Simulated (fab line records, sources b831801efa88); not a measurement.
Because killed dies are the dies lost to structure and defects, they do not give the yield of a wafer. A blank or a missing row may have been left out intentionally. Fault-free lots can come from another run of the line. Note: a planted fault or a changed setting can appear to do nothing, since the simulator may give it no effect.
8D (eight disciplines) problem report, filled in by code -- flow gf180mcu -- the parts of the form that need people (team, actions taken, sign-off) are left out

## 1. PROBLEM STATEMENT
Across 6 wafers from 2 lots, NWELL_RS at GF_VT_IMPLANT_RS_MEAS_47 averages 501.4 ohm/sq, while fault-free wafers read 490.1 ohm/sq with a standard deviation of 1. That is +11 standard deviations from the usual mean.
The step: measures by four-point-probe.
First seen on wafer L809.2, day 11 03:52, on film metro-04. Wafers with a number at this step in the record: 36, from 12 lots. By rule, "out" or "out of limits" means more than 4 standard deviations away from the usual mean. The other wafers with a number count as sound.

## 2. WHAT IT IS AND WHAT IT IS NOT
question,is,is not
which readings at this step,NWELL_RS,-
which lots,"L809, L812","L799, L800, L801, L802, L803, L810, L815, L817, L819, L820"
which wafers of those lots,all that have a number,-
read on which gauges,"film metro-03, film metro-04",film metro-01
when,from day 11 03:52,"up to then (15 sound wafers); but 15 sound wafers of L810, L815, L817, L819, L820 came after"

## 3. THE SUSPECTS, EACH WITH WHAT RULES IT OUT
Counting: a tool at any process step up to the reading remains a suspect when it ran all the lots that are out and ran no sound lot after the first of those.
- the gauge at GF_VT_IMPLANT_RS_MEAS_47 has been ruled out. Those wafers that are out were read across 2 gauges (film metro-03, film metro-04).
- implanter-01 at GF_NWELL_IMPLANT_08: kept. Every lot that is out went through it, starting with L809 (day 6 01:52), and after that it ran no sound lot; the last sound lot it ran before then is L803 (day 4 19:12). On those wafers its own readings are out: beam energy keV.
After counting, what remains is implanter-01 at GF_NWELL_IMPLANT_08.

## 4. THE CAUSE (what the simulator had put in)
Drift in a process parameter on implanter-01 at GF_NWELL_IMPLANT_08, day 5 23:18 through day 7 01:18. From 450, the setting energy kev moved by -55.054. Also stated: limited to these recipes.
Only this tool survived the counting.

## 5. SEQUENCE OF EFFECTS, ordered by route
Each row: a reading whose mean over the struck wafers that have a number lies more than 3 standard deviations from the usual. Only readings for which the record gives a usual standard deviation are gone through. hours: the time from each lot's start at the first step in this table that gives one to its start at this step, as a median over the lots. sigmas: the change in usual standard deviations.
hours,step,reading,usual,on struck wafers,change,sigmas
0,GF_NWELL_IMPLANT_08,beam energy keV,449.99,394.85,-55.14,-99 or more
124,GF_VT_IMPLANT_RS_MEAS_47,NWELL_RS,490.1 ohm/sq,501.4,+11.3,+11
Process steps it contains:
- GF_NWELL_IMPLANT_08
Later steps that measure or inspect, where all struck wafers having a row at the step show a number for every such reading and not one has moved that far: GF_VT_IMPLANT_RS_MEAS_48.

## 6. HOW IT WOULD HAVE BEEN CAUGHT EARLIER
Counted from the fault's start at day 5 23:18, it took 125 hours until the first out-of-limits reading at a measuring or inspecting step in this record, taken at day 11 03:52.
The tool's own readings at GF_NWELL_IMPLANT_08 were out on every struck wafer that the step has a row for (beam energy keV): an alarm limit on them would have fired on the first of those.
By day 11 03:52 the whole set of lots that are out, 2 in number, had already begun GF_NWELL_IMPLANT_08 on implanter-01. Tool hold at that time: it would have spared none of them.
